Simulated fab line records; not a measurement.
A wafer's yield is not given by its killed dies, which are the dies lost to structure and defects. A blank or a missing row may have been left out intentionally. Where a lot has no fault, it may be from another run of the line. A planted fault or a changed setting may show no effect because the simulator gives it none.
fab line records | flow sky130
[record] lots = 6 wafers = 18 lastDay = 49
route steps=708 shown PWDE@53 NWELL@56 PAD_OPEN@708
lots that met no fault: from a run of the same line without faults
startH: hours from the record's first day to the start of the lot's first wafer shown | waitH: hours since the lot's step before | " repeats the value in the row above | L1.1+2: several wafers, shown together as one row | - no value present, or no start provided | * or withheld: withheld | < > ~ a bound
route shown NAME@n: names a module that has steps shown in the file, with the first one's number in the route | usual: the fault-free wafers' mean and standard deviation | same: alike in all rows | chamber/n: place in a boat | sites: each site's reading | _std_site: how widely they spread, as a standard deviation | _edge_site: the outer-site mean with the inner-site mean subtracted | radiusMm: how far each site lies from the wafer's centre | mask NAME#n: copy n | behind: the most recent tool/chamber to have shaped the wafer | hold: the reason the lot was held/the length of the hold in hours/how it ended | device: transistor that didn't switch, given as n, p or np | end of line: the route-end tests of the same wafers | a step with no rows: only its recipe | killed: dies lost to structure and defects at the first sort, not the wafer's yield | map: dies across one wafer; x = killed, . = not, _ = none there
set.NAME: the setting that was run; set.NAME@STEP: the one run at that earlier step | model.NAME: the simulator's own value behind a step, which no gauge read
lots at some steps of the route; a table a step, a row a wafer
services: when a tool's chamber went out of use (startH, in hours from the record's first day, below 0 if earlier), for how many hours, and the reason
[[steps]]
[step SKY_PWDE_IMPLANT_08]
[recipe] species = B energyKev = 150 doseCm2 = 3.6e+12 tiltDeg = withheld
[step SKY_PWDE_STRIP_09]
[recipe] chemistry = O2/N2 powerW = 1400 pressureMtorr = 1500 platenTempC = withheld o2FlowSccm = 3000 n2FlowSccm = 300 overashFraction = 0.5
[usual] drypumpMotorCurrentA = 5.68/0.18 oesProductAu = 0.722/0.0049 stripTimeToEndpointS = 36.97/0.13
// columns lot.wafer tool chamber startH waitH drypumpMotorCurrentA oesProductAu rfHoursCounterH stripTimeToEndpointS
L392.1 plasmaAsher-02 1 83.72 0.1 5.65 0.725 38 36.94
L392.3 " 1 " " 5.63 0.715 - 36.98
L392.5 " 0 " " 5.65 0.718 - 36.93
L398.3 plasmaAsher-03 1 113.19 0.1 5.90 0.726 - 36.93
L398.4 " 0 " " 5.53 0.723 - 36.92
L398.6 " 0 " " 5.52 0.721 - 37.04
L400.2 plasmaAsher-02 1 125.57 0.1 5.63 0.719 1 37.05
L400.4 " 0 " " 5.63 0.726 - 37.08
L400.6 " 0 " " 5.65 0.722 - 37.23
L403.1 plasmaAsher-02 0 141.37 0.1 5.67 0.727 2 36.96
L403.2 " 1 " " 5.62 0.720 2 36.94
L403.4 " 1 " " 5.62 0.726 - 36.93
L404.2 plasmaAsher-01 0 147.67 0.1 5.97 0.727 46 36.85
L404.3 " 0 " " 5.95 0.716 - 36.87
L404.5 " 1 " " 5.48 0.716 - 36.95
L412.2 plasmaAsher-03 1 192.37 0.1 5.94 0.710 51 36.90
L412.4 " 0 " " 5.53 0.714 - 36.93
L412.6 " 1 " " 5.93 0.720 - 36.86
[step SKY_PWDE_TW_MEAS_10]
[usual] PWDE_TW = 372/4.3
// columns lot.wafer tool chamber startH waitH PWDE_TW
L392.1 filmMetro-02 - 83.82 0.1 371
L392.3 " - " " 372
L392.5 " - " " 370
L398.3 filmMetro-04 - 113.27 0.1 378
L398.4 " - " " 379
L398.6 " - " " 376
L400.2 filmMetro-01 - 125.68 0.1 368
L400.4 " - " " 370
L400.6 " - " " 368
L403.1 filmMetro-04 - 141.47 0.1 380
L403.2 " - " " 378
L403.4 " - " " 379
L404.2 filmMetro-02 - 147.78 0.1 367
L404.3 " - " " 368
L404.5 " - " " 365
L412.2 filmMetro-02 - 192.48 0.1 370
L412.4 " - " " 368
L412.6 " - " " 370
[step SKY_NWELL_DEHYDRATE_03]
[recipe] tempC = 200 timeS = 60
[step SKY_NWELL_HMDS_04]
[recipe] primeTimeS = 60 primeTempC = 120
[step SKY_NWELL_COAT_05]
[recipe] spinRpm = 2000 resistThkNm = 3000
[step SKY_NWELL_SOFTBAKE_06]
[recipe] tempC = 110 timeS = withheld
[step SKY_NWELL_EXPOSE_07]
[recipe] maskId = NWM na = 0.6 sourceShape = conventional sigmaOuter = 0.6 polarization = unpolarized targetCdNm = 840 doseMj = 255
[step SKY_NWELL_PEB_08]
[recipe] tempC = 115 timeS = withheld
[step SKY_NWELL_DEVELOP_09]
[recipe] wallAngleDeg = 90 developer = TMAH developTimeS = 60 devTempC = 23
[step SKY_NWELL_OVL_MEAS_10]
[usual] NWELL_00_OVL = 0.5/1.6
// columns lot.wafer tool chamber startH waitH NWELL_00_OVL[nm]
L392.1 overlay-02 - 100.69 - -0.6
L392.3 " - " " -1.5
L392.5 " - " " -2.0
L398.3 overlay-02 - 130.18 - 1.4
L398.4 " - " " 2.3
L398.6 " - " " 0.8
L400.2 overlay-02 - 144.30 - -0.2
L400.4 " - " " 0.0
L400.6 " - " " -0.7
L403.1 overlay-01 - 161.03 - 1.5
L403.2 " - " " 4.2
L403.4 " - " " 3.3
L404.2 overlay-02 - 167.28 - 0.7
L404.3 " - " " -0.7
L404.5 " - " " -0.3
L412.2 overlay-02 - 212.95 - -0.5
L412.4 " - " " -0.6
L412.6 " - " " -1.2
[step SKY_NWELL_IMPLANT_11]
[recipe] species = P energyKev = 400 doseCm2 = 1.9e+13 tiltDeg = withheld
[step SKY_NWELL_IMPLANT_12]
[recipe] species = P energyKev = 120 doseCm2 = 1.3e+12 tiltDeg = withheld
[usual] doseIonsCm2 = 1.3004e+12/1.5e+09 faradayCurrentUA = 7.32/0.15
// columns lot.wafer tool chamber startH waitH doseIonsCm2 faradayCurrentUA
L392.1 implanter-04 0 100.88 0.1 1.2985e+12 7.13
L392.3 " 0 " " 1.2998e+12 7.46
L392.5 " 0 " " 1.2989e+12 7.41
L398.3 implanter-03 0 130.40 0.1 1.3002e+12 7.35
L398.4 " 0 " " 1.301e+12 7.20
L398.6 " 0 " " 1.3011e+12 7.31
L400.2 implanter-01 0 144.50 0.1 1.3019e+12 7.44
L400.4 " 0 " " 1.2991e+12 7.39
L400.6 " 0 " " 1.3004e+12 7.31
L403.1 implanter-01 0 161.22 0.1 1.442e+12 8.23
L403.2 " 0 " " 1.4407e+12 8.13
L403.4 " 0 " " 1.4426e+12 8.13
L404.2 implanter-01 0 167.48 0.1 1.4394e+12 8.14
L404.3 " 0 " " 1.4405e+12 8.09
L404.5 " 0 " " 1.4426e+12 8.22
L412.2 implanter-04 0 213.15 0.1 1.302e+12 7.16
L412.4 " 0 " " 1.3025e+12 7.51
L412.6 " 0 " " 1.3051e+12 7.39
[step SKY_NWELL_IMPLANT_13]
[recipe] species = P energyKev = 50 doseCm2 = 7e+11 tiltDeg = withheld
[step SKY_NWELL_STRIP_14]
[recipe] chemistry = O2/N2 powerW = 1400 pressureMtorr = 1500 platenTempC = withheld o2FlowSccm = 3000 n2FlowSccm = 300 overashFraction = 0.5
[usual] drypumpMotorCurrentA = 5.5/0.31 oesProductAu = 0.722/0.0044 stripTimeToEndpointS = 36.98/0.11
// columns lot.wafer tool chamber startH waitH drypumpMotorCurrentA oesProductAu rfHoursCounterH stripTimeToEndpointS
L392.1 plasmaAsher-02 1 101.18 0.1 5.6 0.725 40 36.91
L392.3 " 1 " " 5.6 0.728 - 36.89
L392.5 " 0 " " 5.7 0.726 - 36.93
L398.3 plasmaAsher-04 1 130.69 0.1 4.9 0.720 - 36.92
L398.4 " 0 " " 5.5 0.717 - 37.02
L398.6 " 0 " " 5.4 0.728 - 37.11
L400.2 plasmaAsher-02 1 144.78 0.1 5.6 0.721 3 36.95
L400.4 " 0 " " 5.7 0.719 - 37.01
L400.6 " 1 " " 5.6 0.714 - 36.96
L403.1 plasmaAsher-01 1 161.52 0.1 5.5 0.727 48 36.88
L403.2 " 0 " " 5.9 0.723 48 36.87
L403.4 " 0 " " 5.9 0.726 - 36.88
L404.2 plasmaAsher-02 1 167.76 0.1 5.6 0.720 5 37.00
L404.3 " 0 " " 5.7 0.729 - 37.09
L404.5 " 1 " " 5.6 0.727 - 37.03
L412.2 plasmaAsher-02 1 213.43 0.1 5.6 0.718 9 36.96
L412.4 " 0 " " 5.7 0.723 - 36.79
L412.6 " 0 " " 5.7 0.715 - 37.01
[step SKY_NWELL_TW_MEAS_15]
[usual] NWELL_TW = 1804/18
// columns lot.wafer tool chamber startH waitH NWELL_TW
L392.1 filmMetro-01 - 101.28 0.1 1800
L392.3 " - " " 1807
L392.5 " - " " 1795
L398.3 filmMetro-02 - 130.77 0.1 1806
L398.4 " - " " 1809
L398.6 " - " " 1806
L400.2 filmMetro-01 - 144.89 0.1 1794
L400.4 " - " " 1790
L400.6 " - " " 1789
L403.1 filmMetro-01 - 161.62 0.1 1795
L403.2 " - " " 1797
L403.4 " - " " 1799
L404.2 filmMetro-01 - 167.87 0.1 1794
L404.3 " - " " 1802
L404.5 " - " " 1795
L412.2 filmMetro-01 - 213.54 0.1 1802
L412.4 " - " " 1796
L412.6 " - " " 1801
[step SKY_NWELL_DEHYDRATE_16]
[recipe] tempC = 200 timeS = 60
[step SKY_NWELL_HMDS_17]
[recipe] primeTimeS = 60 primeTempC = 120
[step SKY_NWELL_COAT_18]
[recipe] spinRpm = 2000 resistThkNm = 3000
[step SKY_NWELL_SOFTBAKE_19]
[recipe] tempC = 110 timeS = withheld
[step SKY_NWELL_EXPOSE_20]
[recipe] maskId = NWM_COMPLEMENT na = 0.6 sourceShape = conventional sigmaOuter = 0.6 polarization = unpolarized targetCdNm = 840 doseMj = 260
[step SKY_NWELL_PEB_21]
[recipe] tempC = 115 timeS = withheld
[step SKY_NWELL_DEVELOP_22]
[recipe] wallAngleDeg = 90 developer = TMAH developTimeS = 60 devTempC = 23
[step SKY_NWELL_OVL_MEAS_23]
[usual] NWELL_01_OVL = -1.3/1.3
// columns lot.wafer tool chamber startH waitH NWELL_01_OVL[nm]
L392.1 overlay-01 - 119.14 - -0.4
L392.3 " - " " -0.7
L392.5 " - " " -0.2
L398.3 overlay-01 - 150.49 - -0.4
L398.4 " - " " 1.5
L398.6 " - " " 1.8
L400.2 overlay-02 - 163.84 - -2.8
L400.4 " - " " -2.8
L400.6 " - " " -4.3
L403.1 overlay-02 - 180.48 - -2.8
L403.2 " - " " -1.7
L403.4 " - " " -1.2
L404.2 overlay-01 - 186.77 - -0.7
L404.3 " - " " -2.4
L404.5 " - " " -0.1
L412.2 overlay-01 - 235.72 - -0.2
L412.4 " - " " -2.5
L412.6 " - " " -1.8
[step SKY_NWELL_IMPLANT_24]
[recipe] species = B energyKev = 140 doseCm2 = 9.2e+12 tiltDeg = withheld
[step SKY_NWELL_STRIP_25]
[recipe] chemistry = O2/N2 powerW = 1400 pressureMtorr = 1500 platenTempC = withheld o2FlowSccm = 3000 n2FlowSccm = 300 overashFraction = 0.5
[usual] drypumpMotorCurrentA = 5.5/0.32 oesProductAu = 0.723/0.0046 stripTimeToEndpointS = 36.96/0.089
// columns lot.wafer tool chamber startH waitH drypumpMotorCurrentA oesProductAu rfHoursCounterH stripTimeToEndpointS
L392.1 plasmaAsher-04 1 119.33 0.1 4.9 0.720 33 37.00
L392.3 " 1 " " 4.9 0.715 - 36.91
L392.5 " 1 " " 4.9 0.723 - 36.91
L398.3 plasmaAsher-04 0 150.70 0.1 5.5 0.726 - 37.03
L398.4 " 1 " " 4.9 0.729 - 36.97
L398.6 " 0 " " 5.4 0.719 - 37.12
L400.2 plasmaAsher-02 1 164.02 0.1 5.6 0.720 4 37.04
L400.4 " 0 " " 5.6 0.719 - 37.01
L400.6 " 0 " " 5.6 0.721 - 36.99
L403.1 plasmaAsher-02 1 180.67 0.1 5.6 0.720 6 37.01
L403.2 " 0 " " 5.7 0.726 6 36.95
L403.4 " 0 " " 5.6 0.719 - 36.95
L404.2 plasmaAsher-02 1 186.95 0.1 5.6 0.720 7 37.12
L404.3 " 0 " " 5.7 0.718 - 37.05
L404.5 " 1 " " 5.6 0.720 - 37.08
L412.2 plasmaAsher-02 0 235.90 0.1 5.6 0.725 12 36.95
L412.4 " 1 " " 5.6 0.732 - 37.05
L412.6 " 0 " " 5.7 0.728 - 36.97
[step SKY_NWELL_TW_MEAS_26]
[usual] NWELL_2_TW = 494/6.6
// columns lot.wafer tool chamber startH waitH NWELL_2_TW
L392.1 filmMetro-01 - 119.43 0.1 490
L392.3 " - " " 492
L392.5 " - " " 494
L398.3 filmMetro-02 - 150.79 0.1 490
L398.4 " - " " 492
L398.6 " - " " 490
L400.2 filmMetro-02 - 164.13 0.1 487
L400.4 " - " " 486
L400.6 " - " " 490
L403.1 filmMetro-01 - 180.77 0.1 492
L403.2 " - " " 488
L403.4 " - " " 487
L404.2 filmMetro-02 - 187.06 0.1 490
L404.3 " - " " 492
L404.5 " - " " 496
L412.2 filmMetro-02 - 236.01 0.1 490
L412.4 " - " " 489
L412.6 " - " " 488
[step SKY_NWELL_CLEAN_27]
[recipe] chemistry = SC1/SC2 mix = 1:4:20 tempC = 70 timeS = 150 dry = n2Spin
[step SKY_NWELL_RTA_28]
[recipe] tempC = 1050 timeS = 30 idleTempC = 650 rampUpCPerS = 150 rampDownCPerS = 90 ambient = N2
[usual] lampPowerPct = 25.31/0.05 rampUpCPerS = 150.00/0.027 wafer_temp_C_max = 1054.8/0.95
[same] timeS = 30
// columns lot.wafer tool chamber startH waitH lampPowerPct rampUpCPerS wafer_temp_C_max
L392.1 rtpAnneal-02 0 119.54 0.0 25.35 150.05 1054.9
L392.3 " 0 " " 25.25 149.96 1055.1
L392.5 " 0 " " 25.29 150.03 1055.5
L398.3 rtpAnneal-02 0 150.91 0.0 25.30 149.99 1055.0
L398.4 " 0 " " 25.34 150.02 1054.7
L398.6 " 0 " " 25.32 149.99 1054.7
L400.2 rtpAnneal-02 0 164.24 0.0 25.37 150.01 1054.2
L400.4 " 0 " " 25.31 149.98 1053.7
L400.6 " 0 " " 25.36 150.04 1058.1
L403.1 rtpAnneal-01 0 180.88 0.0 25.24 150.04 1055.0
L403.2 " 0 " " 25.28 150.05 1053.8
L403.4 " 0 " " 25.36 150.01 1055.1
L404.2 rtpAnneal-02 0 187.18 0.0 25.24 150.00 1055.8
L404.3 " 0 " " 25.21 149.98 1054.3
L404.5 " 0 " " 25.30 150.04 1054.3
L412.2 rtpAnneal-01 0 236.13 0.0 25.24 150.01 1054.1
L412.4 " 0 " " 25.27 149.98 1054.7
L412.6 " 0 " " 25.34 150.00 1054.1
[step SKY_NWELL_RS_MEAS_29]
[recipe] thkMeasGauge = four-point-probe
[usual] NWELL_RS = 623.8/1.8
// columns lot.wafer tool chamber startH waitH NWELL_RS[ohm/sq]
L392.1 filmMetro-04 - 119.64 0.1 621.4
L392.3 " - " " 621.0
L392.5 " - " " 621.0
L398.3 filmMetro-02 - 151.02 0.1 620.1
L398.4 " - " " 622.4
L398.6 " - " " 623.1
L400.2 filmMetro-01 - 164.35 0.1 625.8
L400.4 " - " " 624.9
L400.6 " - " " 625.7
L403.1 filmMetro-04 - 181.08 0.2 619.7
L403.2 " - " " 620.2
L403.4 " - " " 619.4
L404.2 filmMetro-04 - 187.29 0.1 619.2
L404.3 " - " " 618.7
L404.5 " - " " 618.2
L412.2 filmMetro-04 - 236.23 0.1 621.8
L412.4 " - " " 619.7
L412.6 " - " " 620.7
[step SKY_PAD_OPEN_PROBE_99]
[usual] killed_at_M0_to_M3 = 44/7.2 killed_at_M4_up = 3.0/1.9 killedAtContacts = 25/4.8 killedAtFrontEnd = 16/4.2 killedAtOther = 0.2/0.44 killedDies = 88/9.3 killedOpen = 48/7.1 killedShort = 40/6.5
[same] grossDies = 492 killedAtBackSide = 0
// columns lot.wafer tool chamber startH waitH killed_at_M0_to_M3 killed_at_M4_up killedAtContacts killedAtFrontEnd killedAtOther killedDies killedOpen killedShort model.etest.pfet_01v8_lvt.driveUaUm model.etest.pfetG5v0d10v5.offLog10AUm model.etest.pfet_01v8_lvt.offLog10AUm model.etest.pfetG5v0d10v5.vtSatV model.etest.pfet_16v.vtV model.etest.pfetG5v0d10v5.vtV model.etest.pfetG5v0d10v5.vtLongV model.etest.pfet_01v8_lvt.vtSatV
L392.1 prober-02 - 1083.50 0.1 50 2 24 13 0 89 46 43 178 -12.06 -8.432 -0.5801 -1.072 -0.7863 -0.9075 -0.4199
L392.3 prober-02 - 1083.60 0.2 48 3 21 16 0 88 52 36 173.4 -12.16 -8.825 -0.5965 -1.087 -0.807 -0.9219 -0.419
L392.5 prober-02 - 1083.70 0.2 48 5 20 12 0 85 43 42 179.9 -12.03 -8.419 -0.5952 -1.069 -0.8115 -0.9032 -0.4099
L398.3 prober-02 - 1118.81 0.2 57 5 36 12 1 111 57 54 172.3 -12.94 -9.077 -0.6778 -1.119 -0.8556 -0.9362 -0.4603
L398.4 prober-02 - 1118.86 0.2 33 1 20 14 0 68 40 28 176.3 -12.94 -8.983 -0.667 -1.114 -0.8565 -0.9347 -0.4516
L398.6 prober-02 - 1118.96 0.2 47 4 23 11 0 85 50 35 174 -12.79 -9.125 -0.6661 -1.114 -0.851 -0.9373 -0.4498
L400.2 prober-02 - 1133.54 0.1 41 3 27 12 0 83 49 34 176.9 -12.37 -8.742 -0.6137 -1.076 -0.8099 -0.9109 -0.4232
L400.4 prober-02 - 1133.64 0.2 40 7 30 24 0 101 47 54 176 -12.66 -8.63 -0.644 -1.085 -0.8399 -0.9214 -0.4202
L400.6 prober-02 - 1133.74 0.2 40 2 27 18 0 87 48 39 174.4 -12.46 -8.761 -0.6087 -1.075 -0.7987 -0.9124 -0.4239
L403.1 prober-01 - 1143.98 0.1 43 1 30 12 0 86 51 35 168.8 -13.04 -9.132 -0.6908 -1.133 -0.8768 -0.9621 -0.4641
L403.2 prober-01 - 1144.03 0.1 31 3 25 19 0 78 42 36 169.4 -12.75 -9.126 -0.6364 -1.124 -0.8236 -0.9535 -0.4633
L403.4 prober-01 - 1144.13 0.2 49 2 30 30 1 112 62 50 170.7 -12.77 -9.119 -0.6581 -1.122 -0.8454 -0.9476 -0.4656
L404.2 prober-02 - 1153.54 0.1 49 1 30 18 2 100 51 49 173.1 -12.94 -9.049 -0.6632 -1.137 -0.8454 -0.9599 -0.4649
L404.3 prober-02 - 1153.59 0.2 31 3 25 21 1 81 44 37 171.9 -12.91 -9.32 -0.681 -1.147 -0.8636 -0.9703 -0.4694
L404.5 prober-02 - 1153.69 0.2 45 3 27 20 0 95 61 34 169.5 -13.39 -9.153 -0.722 -1.143 -0.8999 -0.9655 -0.4701
L412.2 prober-01 - 1187.38 0.1 37 5 24 11 0 77 42 35 177.3 -12.35 -8.673 -0.5946 -1.075 -0.8031 -0.9144 -0.4183
L412.4 prober-01 - 1187.48 0.2 46 9 16 13 0 84 44 40 176.9 -12.18 -8.598 -0.5902 -1.085 -0.7987 -0.9244 -0.4234
L412.6 prober-01 - 1187.58 0.2 43 1 23 20 0 87 47 40 174.8 -12.57 -8.753 -0.6308 -1.099 -0.8335 -0.9288 -0.4277
// killed by level:class
L392.1 VIA1:geometricParticle:open=13 LI_CONTACT:geometricParticle:open=9 METAL2:geometricParticle:short=8 CONTACT:geometricParticle:open=5 VIA1:geometricParticle:short=5 METAL1:geometricParticle:short=5 VIA3:geometricParticle:open=5 LOCAL_INTERCONNECT:geometricParticle:short=4
L392.3 VIA1:geometricParticle:open=10 VIA3:geometricParticle:open=7 VIA1:geometricParticle:short=7 VIA2:geometricParticle:open=7 FIELD_ISO:geometricParticle:open=6 CONTACT:geometricParticle:open=6 LI_CONTACT:geometricParticle:open=4 CONTACT:geometricParticle:short=4
L392.5 VIA1:geometricParticle:open=12 CONTACT:geometricParticle:open=8 METAL1:geometricParticle:short=7 VIA3:geometricParticle:open=7 VIA1:geometricParticle:short=6 METAL2:geometricParticle:short=6 FIELD_ISO:geometricParticle:short=5 LI_CONTACT:geometricParticle:open=5
L398.3 VIA1:geometricParticle:open=15 METAL2:geometricParticle:short=11 CONTACT:geometricParticle:open=11 LI_CONTACT:geometricParticle:open=10 VIA2:geometricParticle:open=7 LOCAL_INTERCONNECT:geometricParticle:short=6 FIELD_ISO:geometricParticle:short=5 CONTACT:geometricParticle:short=5
L398.4 VIA1:geometricParticle:open=10 CONTACT:geometricParticle:open=9 FIELD_ISO:geometricParticle:open=6 VIA1:geometricParticle:short=5 VIA2:geometricParticle:open=5 LI_CONTACT:geometricParticle:short=4 METAL2:geometricParticle:short=4 LI_CONTACT:geometricParticle:open=3
L398.6 VIA1:geometricParticle:open=13 VIA3:geometricParticle:open=11 METAL1:geometricParticle:short=8 CONTACT:geometricParticle:open=7 CONTACT:geometricParticle:short=5 VIA2:geometricParticle:open=5 LI_CONTACT:geometricParticle:short=4 LI_CONTACT:geometricParticle:open=4
L400.2 CONTACT:geometricParticle:open=9 LI_CONTACT:geometricParticle:open=9 VIA1:geometricParticle:open=7 VIA3:geometricParticle:open=7 METAL1:geometricParticle:short=6 VIA2:geometricParticle:open=6 LOCAL_INTERCONNECT:geometricParticle:short=4 CONTACT:geometricParticle:short=4
L400.4 METAL2:geometricParticle:short=11 LI_CONTACT:geometricParticle:open=9 VIA3:geometricParticle:open=8 FIELD_ISO:geometricParticle:open=6 LI_CONTACT:geometricParticle:short=6 CONTACT:geometricParticle:open=6 FIELD_ISO:geometricParticle:short=5 CONTACT:geometricParticle:short=5
L400.6 CONTACT:geometricParticle:open=12 VIA1:geometricParticle:short=8 VIA3:geometricParticle:open=8 FIELD_ISO:geometricParticle:open=7 CONTACT:geometricParticle:short=7 VIA1:geometricParticle:open=7 LI_CONTACT:geometricParticle:open=6 FIELD_ISO:geometricParticle:short=4
L403.1 CONTACT:geometricParticle:open=12 VIA1:geometricParticle:open=9 LI_CONTACT:geometricParticle:open=8 VIA2:geometricParticle:open=6 VIA2:geometricParticle:short=5 METAL2:geometricParticle:short=5 FIELD_ISO:geometricParticle:short=4 VIA1:geometricParticle:short=4
L403.2 CONTACT:geometricParticle:open=8 LI_CONTACT:geometricParticle:open=7 VIA1:geometricParticle:open=6 FIELD_ISO:geometricParticle:open=5 FIELD_ISO:geometricParticle:short=5 METAL1:geometricParticle:short=5 VIA3:geometricParticle:short=5 LOCAL_INTERCONNECT:geometricParticle:short=4
L403.4 VIA1:geometricParticle:open=12 POLY_GATE:geometricParticle:short=11 LI_CONTACT:geometricParticle:open=10 FIELD_ISO:geometricParticle:open=9 CONTACT:geometricParticle:open=9 VIA3:geometricParticle:open=7 METAL2:geometricParticle:short=6 VIA2:geometricParticle:open=6
L404.2 VIA1:geometricParticle:open=12 CONTACT:geometricParticle:open=12 POLY_GATE:geometricParticle:short=7 METAL2:geometricParticle:short=7 VIA1:geometricParticle:short=7 VIA2:geometricParticle:open=7 LOCAL_INTERCONNECT:geometricParticle:short=6 VIA3:geometricParticle:open=6
L404.3 CONTACT:geometricParticle:open=10 METAL2:geometricParticle:short=9 VIA1:geometricParticle:open=9 FIELD_ISO:geometricParticle:open=8 LI_CONTACT:geometricParticle:open=5 FIELD_ISO:geometricParticle:short=4 LOCAL_INTERCONNECT:geometricParticle:short=4 POLY_GATE:geometricParticle:short=3
L404.5 LI_CONTACT:geometricParticle:open=12 VIA2:geometricParticle:open=11 VIA1:geometricParticle:open=10 POLY_GATE:geometricParticle:open=7 METAL1:geometricParticle:short=5 VIA1:geometricParticle:short=5 FIELD_ISO:geometricParticle:short=4 METAL2:geometricParticle:short=4
L412.2 CONTACT:geometricParticle:open=11 VIA1:geometricParticle:open=8 VIA2:geometricParticle:open=6 METAL2:geometricParticle:short=6 METAL3:geometricParticle:short=6 LI_CONTACT:geometricParticle:open=4 LOCAL_INTERCONNECT:geometricParticle:short=4 METAL1:geometricParticle:short=4
L412.4 VIA1:geometricParticle:open=12 VIA1:geometricParticle:short=9 VIA2:geometricParticle:open=7 METAL4:geometricParticle:short=7 FIELD_ISO:geometricParticle:open=5 CONTACT:geometricParticle:short=5 METAL1:geometricParticle:short=4 CONTACT:geometricParticle:open=4
L412.6 METAL2:geometricParticle:short=10 FIELD_ISO:geometricParticle:open=9 LI_CONTACT:geometricParticle:open=8 CONTACT:geometricParticle:open=8 VIA3:geometricParticle:open=7 FIELD_ISO:geometricParticle:short=6 METAL1:geometricParticle:short=6 VIA2:geometricParticle:open=4
[[services]]
// columns tool chamber startH hours kind
implanter-03 - 65.33 2.1 repair
implanter-03 - 68.90 24.2 pm
rtpAnneal-02 - 91.69 5.9 pm
implanter-04 - 98.29 0.7 repair
plasmaAsher-01 - 105.20 1.6 repair
plasmaAsher-02 - 108.75 9.0 pm
plasmaAsher-02 0 108.75 9.0 ventCycle
plasmaAsher-02 1 108.75 9.0 ventCycle
plasmaAsher-02 0 117.75 - clean
plasmaAsher-02 1 117.75 - clean
implanter-03 - 154.64 4.2 repair
implanter-04 - 160.16 2.0 repair
plasmaAsher-04 - 163.93 0.7 repair
implanter-04 - 185.53 2.8 pm
implanter-01 - 190.04 9.4 repair
rtpAnneal-01 - 203.23 0.8 pm
implanter-04 - 222.41 1.9 repair
rtpAnneal-01 - 223.60 5.6 pm
[[key]]
[firstSign] step = SKY_NWELL_IMPLANT_12 reading = doseIonsCm2 direction = up sigmas = 94 usual = * struck = *
[effect] step = SKY_NWELL_IMPLANT_12 reading = faradayCurrentUA direction = up sigmas = 5.4 usual = 7.32 struck = 8.16
[effect] step = SKY_NWELL_RS_MEAS_29 reading = NWELL_RS direction = down sigmas = 2.6 usual = 623.8 struck = 619.2
[modelEffect] step = SKY_PAD_OPEN_PROBE_99 value = etest.pfet_01v8_lvt.driveUaUm without = 174.1 struck = 170.6
metAt SKY_NWELL_IMPLANT_12
struckWafers L403.1,L403.2,L403.4,L404.2,L404.3,L404.5
testerLeftOut L403,L404
onsetBetween 144.50 161.22
[fault] kind = processParameterDrift tool = implanter-01 chamber = - onsetH = 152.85 steps = SKY_NWELL_IMPLANT_12 channel = doseCm2 offset = * shape = step endH = 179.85 actsIn = * stated = *
// testerLeftOut: of these lots the tester's yield and bins aren't shown, on N5 and GAA mostly nor the transistor test; their killed dies are dies lost to structure and defects alone, not to doping, threshold or leakage, so they don't give the yield
